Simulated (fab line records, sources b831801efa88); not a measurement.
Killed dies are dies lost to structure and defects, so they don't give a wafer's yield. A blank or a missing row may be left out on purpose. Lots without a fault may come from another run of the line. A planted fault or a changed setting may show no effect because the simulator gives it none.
Which tool did it? | flow gf180mcu | 13 lots, 39 wafers sampled, at 5 steps of a route of 602

WHAT THE GAUGES READ, wafer by wafer
GF_VT_IMPLANT_RS_MEAS_47: measures by four-point-probe.
lot  | measured     | on            | NWELL_RS (ohm/sq)
L247 | day 8 00:26  | film_metro-03 | 488.1 487.9 486.9
L249 | day 8 10:15  | film_metro-01 | 489.0 488.8 489.2
L253 | day 9 13:16  | film_metro-01 | 487.9 490.0 488.1
L257 | day 10 16:09 | film_metro-01 | 488.2 487.8 487.9
L258 | day 10 20:53 | film_metro-01 | 487.6 489.3 488.0
L259 | day 11 04:58 | film_metro-03 | 486.4 486.8 487.5
L261 | day 11 17:53 | film_metro-03 | 487.6 488.0 488.2
L263 | day 12 06:46 | film_metro-03 | 488.0 488.6 487.4
L265 | day 12 20:40 | film_metro-01 | 487.9 489.4 488.1
L266 | day 13 02:12 | film_metro-01 | 488.4 490.0 490.4
L267 | day 13 12:09 | film_metro-04 | 487.3 489.5 487.4
L268 | day 13 17:13 | film_metro-03 | 489.5 489.0 489.9
L269 | day 14 00:05 | film_metro-03 | 488.2 487.3 488.0

GF_HV_LDD_TW_MEAS_11.
lot  | measured     | on            | HV_LDD_TW
L247 | day 10 11:21 | film_metro-03 | 2391 2361 2373
L249 | day 10 21:32 | film_metro-01 | 2396 2399 2415
L253 | day 12 03:30 | film_metro-01 | 2396 2395 2387
L257 | day 13 07:45 | film_metro-01 | 2403 2399 2411
L258 | day 13 13:05 | film_metro-03 | 2384 2388 2391
L259 | day 14 00:26 | film_metro-01 | 2413 2410 2408
L261 | day 14 14:12 | film_metro-04 | 2440 2434 2437
L263 | day 15 05:01 | film_metro-01 | 2397 2402 2395
L265 | day 15 21:29 | film_metro-03 | 2383 2381 2382
L266 | day 16 04:50 | film_metro-01 | 2406 2409 2420
L267 | day 16 12:56 | film_metro-03 | 2402 2402 2397
L268 | day 16 23:14 | film_metro-04 | 2438 2456 2434
L269 | day 17 01:21 | film_metro-03 | 2374 2396 2384

GF_HV_LDD_RS_MEAS_53: measures by four-point-probe.
lot  | measured     | on            | HV_LDD_RS (ohm/sq)
L247 | day 12 19:19 | film_metro-01 | 418.4 418.6 417.7
L249 | day 13 06:58 | film_metro-03 | 419.5 417.7 418.6
L253 | day 14 18:04 | film_metro-03 | 417.4 417.4 417.5
L257 | day 16 00:38 | film_metro-04 | 414.3 414.2 413.4 415.0 414.5 413.4
L258 | day 16 04:43 | film_metro-04 | 413.7 414.0 415.6 413.9 414.5 415.3
L259 | day 16 18:35 | film_metro-03 | 419.2 421.4 420.4
L261 | day 17 08:59 | film_metro-01 | 420.4 418.7 418.5
L263 | day 18 01:01 | film_metro-04 | 417.8 417.1 417.5
L265 | day 18 20:10 | film_metro-01 | 419.5 419.0 420.1
L266 | day 19 05:26 | film_metro-01 | 419.6 418.2 419.5
L267 | day 19 13:43 | film_metro-03 | 419.3 417.5 418.0
L268 | day 20 01:01 | film_metro-01 | 418.5 418.1 418.7
L269 | day 20 03:17 | film_metro-03 | 419.0 418.5 418.7

WHICH TOOL RAN EACH LOT (tool, then ch and the chambers of the sampled wafers, then the start)
lot  | GF_HV_LDD_STRIP_22                   | GF_HV_LDD_IMPLANT_35
L247 | plasma_asher-02 ch 0,1, day 11 04:01 | implanter-03 ch 0, day 11 22:53
L249 | plasma_asher-01 ch 0,1, day 11 15:01 | implanter-03 ch 0, day 12 10:44
L253 | plasma_asher-01 ch 1, day 12 23:53   | implanter-02 ch 0, day 13 20:47
L257 | plasma_asher-02 ch 0,1, day 14 04:46 | implanter-01 ch 0, day 15 02:26
L258 | plasma_asher-01 ch 0,1, day 14 09:07 | implanter-01 ch 0, day 15 06:20
L259 | plasma_asher-01 ch 0,1, day 14 21:41 | implanter-02 ch 0, day 15 19:47
L261 | plasma_asher-01 ch 0,1, day 15 11:42 | implanter-03 ch 0, day 16 09:13
L263 | plasma_asher-02 ch 0,1, day 16 01:53 | implanter-03 ch 0, day 17 00:55
L265 | plasma_asher-04 ch 0,1, day 16 19:50 | implanter-02 ch 0, day 17 19:35
L266 | plasma_asher-04 ch 0,1, day 17 03:45 | implanter-03 ch 0, day 18 03:59
L267 | plasma_asher-04 ch 0,1, day 17 12:07 | implanter-01 ch 0, day 18 12:41
L268 | plasma_asher-01 ch 0,1, day 17 22:49 | implanter-01 ch 0, day 18 23:35
L269 | plasma_asher-01 ch 0,1, day 18 00:58 | implanter-02 ch 0, day 19 01:44
- GF_HV_LDD_STRIP_22: strips in O2/N2.
- GF_HV_LDD_IMPLANT_35

WHAT THE TOOLS THEMSELVES READ (means of the sampled wafers that have a number; where no wafer has one, the mark that the record gives instead)
GF_HV_LDD_STRIP_22.
lot  | tool            | drypump_motor_current_A (A) | heater_power_w (W) | oes_product_au (a.u.) | strip_time_to_endpoint_s (s)
L247 | plasma_asher-02 | 5.1                         | 367                | 0.722                 | 12.63
L249 | plasma_asher-01 | 6.0                         | 329                | 0.717                 | 12.63
L253 | plasma_asher-01 | 5.1                         | 332                | 0.717                 | 12.63
L257 | plasma_asher-02 | 5.6                         | 379                | 0.718                 | 12.64
L258 | plasma_asher-01 | 6.0                         | 328                | 0.713                 | 12.63
L259 | plasma_asher-01 | 6.0                         | 329                | 0.717                 | 12.64
L261 | plasma_asher-01 | 6.0                         | 332                | 0.709                 | 12.64
L263 | plasma_asher-02 | 5.6                         | 375                | 0.720                 | 12.62
L265 | plasma_asher-04 | 5.1                         | 309                | 0.718                 | 12.66
L266 | plasma_asher-04 | 5.2                         | 313                | 0.715                 | 12.63
L267 | plasma_asher-04 | 5.5                         | 289                | 0.714                 | 12.64
L268 | plasma_asher-01 | 6.0                         | 333                | 0.718                 | 12.63
L269 | plasma_asher-01 | 6.0                         | 328                | 0.717                 | 12.62

GF_HV_LDD_IMPLANT_35.
lot  | tool         | dose_ions_cm2 | faraday_current_uA
L247 | implanter-03 | 7.502e+12     | 42.3
L249 | implanter-03 | 7.507e+12     | 42.8
L253 | implanter-02 | 7.491e+12     | 41.8
L257 | implanter-01 | 8.879e+12     | 50.6
L258 | implanter-01 | 8.879e+12     | 49.9
L259 | implanter-02 | 7.501e+12     | 42.6
L261 | implanter-03 | 7.498e+12     | 42.6
L263 | implanter-03 | 7.495e+12     | 41.9
L265 | implanter-02 | 7.496e+12     | 42.1
L266 | implanter-03 | 7.508e+12     | 42.6
L267 | implanter-01 | 7.496e+12     | 41.5
L268 | implanter-01 | 7.507e+12     | 42.2
L269 | implanter-02 | 7.493e+12     | 42.6

THE ANSWER, worked out from the rows above alone
Rule: what is usual is taken from the lots themselves. Put in order of their means at a reading, lots are off if they are a third of the lots or fewer, leave a main group of 4 or more, and stand apart from it by a gap of 3 or more times the standard deviation of the main group's means; of several such gaps the widest counts. A main group whose means are all the same, to the digits that the tables above print for the reading, isn't used. A lot without any number at a reading at which 4 lots or more have one is off too. The other lots that the step has rows for count as sound. The gauges are gone through in route order, then the tools' own readings, and for those a lot's mean is taken as printed above. The first step at which some lot is off is used, and at that step the reading that is off furthest; a lot without a number counts as furthest.
Off: L257, L258, at GF_HV_LDD_RS_MEAS_53 (HV_LDD_RS). The main group: mean 418.7 ohm/sq, standard deviation 0.82.
A tool fits if, at a process step before that reading, it ran every lot that is off, and no sound lot after the first of them. The gauges at GF_HV_LDD_RS_MEAS_53 aren't tried: what is off there is off at GF_HV_LDD_IMPLANT_35 too, on other tools, and a gauge's error can't cause that. None of those tried fits.

WHAT THE SIMULATOR HAD PUT IN
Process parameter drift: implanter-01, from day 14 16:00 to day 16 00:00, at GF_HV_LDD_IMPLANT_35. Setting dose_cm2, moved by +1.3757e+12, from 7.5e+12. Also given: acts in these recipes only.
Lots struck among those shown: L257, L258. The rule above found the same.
